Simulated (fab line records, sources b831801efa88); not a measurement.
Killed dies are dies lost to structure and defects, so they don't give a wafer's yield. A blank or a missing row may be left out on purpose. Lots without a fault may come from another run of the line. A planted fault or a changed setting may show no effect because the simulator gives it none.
fab line records | flow sky130
record lots=13 wafers=39 last_day=50
route steps=708 shown POLY_GATE@232 LDD_HVP@284 PAD_OPEN@708
lots that met no fault: from a run of the same line without faults
start_h: hours from the record's first day to the start of the lot's first wafer shown | wait_h: hours since the lot's step before | " the same as in the row above | L1.1+2: a row that stands for several wafers | - no value, or no start given | * or withheld: withheld | < > ~ a bound
route shown NAME@n: a module of which the file shows steps, and the number in the route of the first | usual: mean/standard deviation of fault-free wafers | same: alike in all rows | chamber/n: place in a boat | sites: the reading at each site | _std_site: their standard deviation | _edge_site: outer sites' mean less inner sites' | radius_mm: how far each site lies from the wafer's centre | mask NAME#n: copy n | behind: the tool/chamber that last shaped the wafer | hold: why the lot was held/for how many hours/how that ended | device: the transistor (n, p or np) that didn't switch | end of line: the same wafers' tests at the end of the route | a step without rows: its recipe alone | killed: dies lost to structure and defects at the first sort, not the wafer's yield | map: a wafer's dies, x killed, . not, _ none there
set.NAME: the setting as run; set.NAME@STEP: as run at that earlier step | model.NAME: the simulator's own value behind a step, which no gauge read
steps of the route over a sample of lots; a table a step, a row a wafer
services: from which hour (start_h, from the record's first day; less than 0 if before it) a tool's chamber was out of use, for how many hours, and why
## steps
# step SKY_POLY_GATE_STRIP_18
# recipe chemistry=O2/N2 power_w=1400 pressure_mtorr=1500 platen_temp_c=withheld o2_flow_sccm=3000 n2_flow_sccm=300 overash_fraction=0.5
# usual chamber_pressure_mTorr=1500.1/1.4 drypump_motor_current_A=6.2/0.37 n2_flow_sccm=300.1/0.95 oes_product_au=0.362/0.0047 strip_time_to_endpoint_s=3.20/0.039
# columns lot.wafer tool chamber start_h wait_h chamber_pressure_mTorr drypump_motor_current_A n2_flow_sccm oes_product_au rf_hours_counter_h strip_time_to_endpoint_s
L126.1 plasma_asher-03 0 385.76 0.0 1500.1 5.7 299.3 0.356 70 3.21
L126.4 " 0 " " 1500.2 5.7 298.6 0.360 - 3.25
L126.5 " 0 " " 1502.8 5.7 298.8 0.367 - 3.22
L128.4 plasma_asher-01 0 404.76 0.1 1500.3 6.7 301.7 0.361 - 3.17
L128.5 " 1 " " 1502.3 6.4 299.6 0.359 - 3.20
L128.6 " 0 " " 1500.9 6.7 301.7 0.362 - 3.16
L130.1 plasma_asher-04 1 431.66 0.0 1500.4 5.8 300.3 0.362 61 3.22
L130.3 " 1 " " 1500.5 5.8 298.8 0.371 - 3.19
L130.5 " 1 " " 1500.8 5.8 301.0 0.370 - 3.19
L131.1 plasma_asher-04 1 432.93 0.0 1499.1 5.8 301.1 0.366 61 3.32
L131.2 " 0 " " 1501.3 6.4 299.6 0.365 61 3.25
L131.6 " 0 " " 1500.6 6.4 299.2 0.370 - 3.32
L132.3 plasma_asher-01 1 437.65 0.1 1500.5 6.4 301.2 0.360 - 3.26
L132.4 " 0 " " 1499.9 6.7 298.8 0.366 - 3.26
L132.5 " 1 " " 1500.9 6.4 299.2 0.358 - 3.23
L134.2 plasma_asher-04 0 457.34 0.0 1501.1 6.3 301.2 0.364 63 3.21
L134.3 " 0 " " 1498.1 6.4 300.2 0.364 - 3.17
L134.4 " 1 " " 1500.2 5.8 300.4 0.356 - 3.20
L135.1 plasma_asher-03 1 461.58 0.0 1502.2 6.4 298.9 0.359 77 3.24
L135.5 " 0 " " 1503.0 5.7 301.7 0.362 - 3.19
L135.6 " 1 " " 1500.2 6.4 299.2 0.363 - 3.20
L136.1 plasma_asher-03 1 470.44 0.0 1500.8 6.4 300.1 0.369 78 3.24
L136.2 " 0 " " 1498.0 5.6 299.9 0.362 78 3.20
L136.3 " 0 " " 1498.3 5.7 300.4 0.372 - 3.20
L143.2 plasma_asher-01 0 527.19 0.0 1497.6 6.7 300.0 0.356 9 3.17
L143.3 " 1 " " 1501.7 6.4 299.7 0.357 - 3.18
L143.4 " 0 " " 1500.9 6.7 297.8 0.360 - 3.12
L145.1 plasma_asher-04 1 543.88 0.0 1501.2 5.8 301.0 0.361 73 3.21
L145.4 " 0 " " 1498.2 6.4 300.5 0.359 - 3.19
L145.5 " 0 " " 1502.0 6.4 299.6 0.357 - 3.20
L146.2 plasma_asher-04 0 546.89 0.0 1498.9 6.4 300.3 0.367 73 3.23
L146.3 " 1 " " 1499.8 5.8 299.9 0.359 - 3.24
L146.6 " 0 " " 1500.8 6.4 300.4 0.367 - 3.24
L147.2 plasma_asher-03 0 566.36 0.0 1498.0 5.7 297.5 0.366 87 3.25
L147.4 " 1 " " 1501.2 6.4 299.3 0.366 - 3.21
L147.6 " 0 " " 1499.5 5.7 299.3 0.363 - 3.24
L148.4 plasma_asher-01 1 572.93 0.1 1502.8 6.4 300.8 0.367 - 3.15
L148.5 " 0 " " 1500.3 6.7 300.5 0.361 - 3.19
L148.6 " 1 " " 1497.7 6.4 299.9 0.365 - 3.18
# step SKY_POLY_GATE_CD_MEAS_22
# usual cd_nm=148.9/2.7
# columns lot.wafer tool chamber start_h wait_h cd_nm
L126.1 cd_sem-02 - 387.94 0.1 150.9
L126.4 " - " " 153.8
L126.5 " - " " 150.1
L128.4 cd_sem-01 - 406.29 0.1 143.3
L128.5 " - " " 146.1
L128.6 " - " " 151.1
L130.1 cd_sem-02 - 433.13 0.1 146.9
L130.3 " - " " 144.4
L130.5 " - " " 145.3
L131.1 cd_sem-02 - 434.39 0.1 151.6
L131.2 " - " " 146.1
L131.6 " - " " 147.0
L132.3 cd_sem-01 - 439.13 0.1 150.8
L132.4 " - " " 149.8
L132.5 " - " " 152.0
L134.2 cd_sem-01 - 459.35 0.1 151.1
L134.3 " - " " 157.0
L134.4 " - " " 155.2
L135.1 cd_sem-02 - 465.13 0.1 148.7
L135.5 " - " " 150.0
L135.6 " - " " 143.8
L136.1 cd_sem-01 - 473.11 0.1 146.6
L136.2 " - " " 149.9
L136.3 " - " " 145.0
L143.2 cd_sem-01 - 529.99 0.1 145.1
L143.3 " - " " 149.1
L143.4 " - " " 151.0
L145.1 cd_sem-01 - 546.21 0.1 149.8
L145.4 " - " " 152.0
L145.5 " - " " 150.0
L146.2 cd_sem-02 - 549.03 0.1 148.3
L146.3 " - " " 148.1
L146.6 " - " " 148.9
L147.2 cd_sem-01 - 567.85 0.1 148.7
L147.4 " - " " 150.1
L147.6 " - " " 147.2
L148.4 cd_sem-01 - 574.44 0.1 146.8
L148.5 " - " " 147.6
L148.6 " - " " 151.5
# step SKY_LDD_HVP_DEVELOP_06
# recipe resist=NOVOLAK developer=TMAH develop_time_s=57.28 dev_temp_c=23
# usual developer_temp_C=23.00/0.12
# columns lot.wafer tool chamber start_h wait_h developer_temp_C
L126.1 litho_track-02 0 509.62 0.1 22.74
L126.4 " 0 " " 23.00
L126.5 " 0 " " 23.03
L128.4 litho_track-02 0 531.14 0.1 22.97
L128.5 " 0 " " 23.12
L128.6 " 0 " " 23.13
L130.1 litho_track-04 0 556.43 0.1 22.95
L130.3 " 0 " " 23.10
L130.5 " 0 " " 23.12
L131.1 litho_track-01 0 558.25 0.1 23.01
L131.2 " 0 " " 23.07
L131.6 " 0 " " 23.15
L132.3 litho_track-04 0 563.08 0.1 23.10
L132.4 " 0 " " 23.05
L132.5 " 0 " " 22.99
L134.2 litho_track-02 0 582.04 0.1 23.19
L134.3 " 0 " " 23.10
L134.4 " 0 " " 22.97
L135.1 litho_track-02 0 587.52 0.1 23.18
L135.5 " 0 " " 22.98
L135.6 " 0 " " 23.07
L136.1 litho_track-02 0 596.02 0.1 23.04
L136.2 " 0 " " 23.24
L136.3 " 0 " " 23.03
L143.2 litho_track-02 0 649.59 0.1 22.12
L143.3 " 0 " " 21.97
L143.4 " 0 " " 22.27
L145.1 litho_track-02 0 666.62 0.1 21.85
L145.4 " 0 " " 21.90
L145.5 " 0 " " 21.89
L146.2 litho_track-01 0 669.42 0.1 23.11
L146.3 " 0 " " 23.19
L146.6 " 0 " " 23.12
L147.2 litho_track-01 0 685.67 0.1 23.05
L147.4 " 0 " " 22.98
L147.6 " 0 " " 22.74
L148.4 litho_track-04 0 692.41 0.1 23.04
L148.5 " 0 " " 23.01
L148.6 " 0 " " 23.01
# step SKY_LDD_HVP_OVL_MEAS_07
# usual LDD_HVP_OVL=-0.1/1.4
# columns lot.wafer tool chamber start_h wait_h LDD_HVP_OVL[nm]
L126.1 overlay-02 - 509.77 0.1 -0.5
L126.4 " - " " -2.5
L126.5 " - " " 0.0
L128.4 overlay-01 - 531.24 0.1 0.4
L128.5 " - " " -2.0
L128.6 " - " " 0.5
L130.1 overlay-01 - 556.58 0.1 0.4
L130.3 " - " " 0.3
L130.5 " - " " 1.0
L131.1 overlay-01 - 558.40 0.1 -3.3
L131.2 " - " " 0.0
L131.6 " - " " -0.8
L132.3 overlay-01 - 563.20 0.1 -1.8
L132.4 " - " " -2.4
L132.5 " - " " -0.1
L134.2 overlay-01 - 582.17 0.1 -0.2
L134.3 " - " " 0.0
L134.4 " - " " -1.2
L135.1 overlay-02 - 587.67 0.1 0.3
L135.5 " - " " -1.6
L135.6 " - " " -0.5
L136.1 overlay-01 - 596.17 0.1 1.5
L136.2 " - " " 1.5
L136.3 " - " " -1.2
L143.2 overlay-02 - 649.72 0.1 -1.9
L143.3 " - " " 0.0
L143.4 " - " " 0.1
L145.1 overlay-02 - 666.77 0.1 -2.1
L145.4 " - " " -1.9
L145.5 " - " " -2.1
L146.2 overlay-02 - 669.56 0.1 1.0
L146.3 " - " " 1.1
L146.6 " - " " 2.8
L147.2 overlay-01 - 685.81 0.1 -0.1
L147.4 " - " " -0.1
L147.6 " - " " -0.8
L148.4 overlay-01 - 692.50 0.1 2.0
L148.5 " - " " -0.3
L148.6 " - " " -0.2
# step SKY_PAD_OPEN_PROBE_99
# usual killed_at_M0_to_M3=44/6.8 killed_at_M4_up=2.9/1.7 killed_at_contacts=24/5.2 killed_at_front_end=15/4 killed_at_other=0.2/0.44 killed_dies=86/9.9 killed_open=47/7.9 killed_short=39/6.3
# same gross_dies=492 killed_at_back_side=0
# columns lot.wafer tool chamber start_h wait_h killed_at_M0_to_M3 killed_at_M4_up killed_at_contacts killed_at_front_end killed_at_other killed_dies killed_open killed_short
L128.4 prober-02 - 1105.33 0.2 49 7 16 17 1 90 42 48
L128.5 prober-02 - 1105.38 0.2 50 4 20 18 0 92 48 42
L128.6 prober-02 - 1105.43 0.2 48 3 21 22 0 94 52 42
L131.1 prober-01 - 1119.73 0.1 48 2 20 13 0 83 52 31
L131.2 prober-01 - 1119.78 0.1 32 8 26 13 1 80 43 37
L131.6 prober-01 - 1119.98 0.2 40 7 25 8 1 81 45 36
L132.3 prober-02 - 1123.46 0.2 44 3 19 12 0 78 47 31
L132.4 prober-02 - 1123.51 0.2 50 5 31 19 0 105 60 44
L132.5 prober-02 - 1123.56 0.2 35 3 28 21 0 87 39 48
L143.2 prober-01 - 1178.48 0.1 39 6 20 14 0 79 31 48
L143.3 prober-01 - 1178.53 0.2 68 1 17 20 0 106 57 49
L143.4 prober-01 - 1178.58 0.2 41 1 21 19 0 82 49 33
L145.1 prober-01 - 1190.30 0.1 44 2 22 13 0 81 50 31
L145.4 prober-01 - 1190.45 0.2 43 2 22 16 0 83 55 28
L145.5 prober-01 - 1190.50 0.2 34 3 19 15 1 72 43 29
# killed by level:class
L128.4 VIA2:geometric_particle:open=11 METAL1:geometric_particle:short=10 CONTACT:geometric_particle:open=8 POLY_GATE:geometric_particle:short=7 METAL4:geometric_particle:short=6 VIA1:geometric_particle:open=6 FIELD_ISO:geometric_particle:open=5 METAL2:geometric_particle:short=5
L128.5 CONTACT:geometric_particle:open=11 METAL2:geometric_particle:short=10 VIA1:geometric_particle:open=8 METAL1:geometric_particle:short=6 POLY_GATE:geometric_particle:short=5 POLY_GATE:geometric_particle:open=5 VIA1:geometric_particle:short=5 VIA3:geometric_particle:open=5
L128.6 VIA1:geometric_particle:open=14 VIA2:geometric_particle:open=9 POLY_GATE:geometric_particle:open=8 METAL1:geometric_particle:short=7 LI_CONTACT:geometric_particle:open=6 CONTACT:geometric_particle:short=6 POLY_GATE:geometric_particle:short=5 CONTACT:geometric_particle:open=5
L131.1 VIA1:geometric_particle:open=13 LI_CONTACT:geometric_particle:open=9 VIA3:geometric_particle:open=7 VIA2:geometric_particle:open=6 METAL1:geometric_particle:short=6 LI_CONTACT:geometric_particle:short=5 CONTACT:geometric_particle:open=5 VIA2:geometric_particle:short=5
L131.2 VIA1:geometric_particle:open=8 VIA2:geometric_particle:open=8 LI_CONTACT:geometric_particle:short=7 LI_CONTACT:geometric_particle:open=7 CONTACT:geometric_particle:open=7 METAL4:geometric_particle:short=5 FIELD_ISO:geometric_particle:short=4 SPACER:geometric_particle:short=4
L131.6 CONTACT:geometric_particle:open=12 VIA2:geometric_particle:open=10 VIA1:geometric_particle:open=9 CONTACT:geometric_particle:short=6 METAL1:geometric_particle:short=6 METAL4:geometric_particle:short=6 METAL3:geometric_particle:short=4 VIA3:geometric_particle:open=4
L132.3 VIA1:geometric_particle:open=12 LI_CONTACT:geometric_particle:open=11 VIA2:geometric_particle:open=7 VIA1:geometric_particle:short=5 POLY_GATE:geometric_particle:open=4 VIA3:geometric_particle:open=4 CONTACT:geometric_particle:open=4 VIA2:geometric_particle:short=4
L132.4 VIA3:geometric_particle:open=13 CONTACT:geometric_particle:open=12 LI_CONTACT:geometric_particle:open=10 FIELD_ISO:geometric_particle:open=7 VIA1:geometric_particle:open=7 VIA2:geometric_particle:open=6 METAL2:geometric_particle:short=5 CONTACT:geometric_particle:short=5
L132.5 CONTACT:geometric_particle:open=9 METAL2:geometric_particle:short=8 LI_CONTACT:geometric_particle:open=7 FIELD_ISO:geometric_particle:short=6 POLY_GATE:geometric_particle:open=6 LOCAL_INTERCONNECT:geometric_particle:short=5 CONTACT:geometric_particle:short=5 VIA1:geometric_particle:open=5
L143.2 VIA1:geometric_particle:open=9 VIA1:geometric_particle:short=7 LOCAL_INTERCONNECT:geometric_particle:short=6 FIELD_ISO:geometric_particle:short=5 CONTACT:geometric_particle:open=5 CONTACT:geometric_particle:short=5 POLY_GATE:geometric_particle:open=4 METAL2:geometric_particle:short=4
L143.3 VIA1:geometric_particle:open=23 METAL1:geometric_particle:short=11 FIELD_ISO:geometric_particle:open=9 METAL2:geometric_particle:short=9 CONTACT:geometric_particle:open=7 VIA1:geometric_particle:short=5 VIA3:geometric_particle:short=5 VIA3:geometric_particle:open=5
L143.4 VIA1:geometric_particle:open=9 VIA3:geometric_particle:open=9 CONTACT:geometric_particle:open=8 POLY_GATE:geometric_particle:short=7 LOCAL_INTERCONNECT:geometric_particle:short=6 VIA2:geometric_particle:open=6 METAL1:geometric_particle:short=5 FIELD_ISO:geometric_particle:open=4
L145.1 VIA1:geometric_particle:open=10 VIA3:geometric_particle:open=9 CONTACT:geometric_particle:open=9 VIA2:geometric_particle:open=8 VIA1:geometric_particle:short=6 FIELD_ISO:geometric_particle:short=5 LI_CONTACT:geometric_particle:open=5 LOCAL_INTERCONNECT:geometric_particle:short=5
L145.4 CONTACT:geometric_particle:open=13 VIA1:geometric_particle:open=11 VIA3:geometric_particle:open=9 FIELD_ISO:geometric_particle:open=8 CONTACT:geometric_particle:short=4 METAL2:geometric_particle:short=4 VIA2:geometric_particle:open=4 METAL1:geometric_particle:short=3
L145.5 VIA2:geometric_particle:open=11 FIELD_ISO:geometric_particle:open=6 CONTACT:geometric_particle:open=6 LI_CONTACT:geometric_particle:open=5 CONTACT:geometric_particle:short=5 VIA1:geometric_particle:open=5 VIA3:geometric_particle:open=5 POLY_GATE:geometric_particle:open=4
## services
# columns tool chamber start_h hours kind
plasma_asher-01 - 368.64 2.8 pm
plasma_asher-04 - 378.97 2.8 pm
plasma_asher-03 - 416.80 2.8 pm
plasma_asher-01 - 421.33 9.0 pm
plasma_asher-01 0 421.33 9.0 vent_cycle
plasma_asher-01 1 421.33 9.0 vent_cycle
plasma_asher-01 0 430.33 - clean
plasma_asher-01 1 430.33 - clean
plasma_asher-01 - 475.39 5.9 repair
plasma_asher-03 - 479.09 0.7 repair
plasma_asher-03 - 498.32 3.3 repair
plasma_asher-04 - 553.02 4.3 pm
plasma_asher-03 - 641.31 2.7 repair
## key
first_sign step=SKY_LDD_HVP_DEVELOP_06 reading=developer_temp_C direction=down sigmas=8.6 usual=* struck=*
effect none on later readings
met_at SKY_LDD_HVP_DEVELOP_06
struck_lots L143,L145
tester_left_out L143,L145
not_acting_at SKY_POLY_GATE_STRIP_18,SKY_POLY_GATE_CD_MEAS_22,SKY_LDD_HVP_OVL_MEAS_07
onset_between 596.02 649.59
fault kind=process_parameter_drift tool=litho_track-02 chamber=- onset_h=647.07 steps=SKY_LDD_HVP_DEVELOP_06 channel=dev_temp_c offset=* shape=step end_h=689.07 acts_in=* stated=*
# tester_left_out: of these lots the tester's yield and bins aren't shown, on N5 and GAA mostly nor the transistor test; their killed dies are dies lost to structure and defects alone, not to doping, threshold or leakage, so they don't give the yield
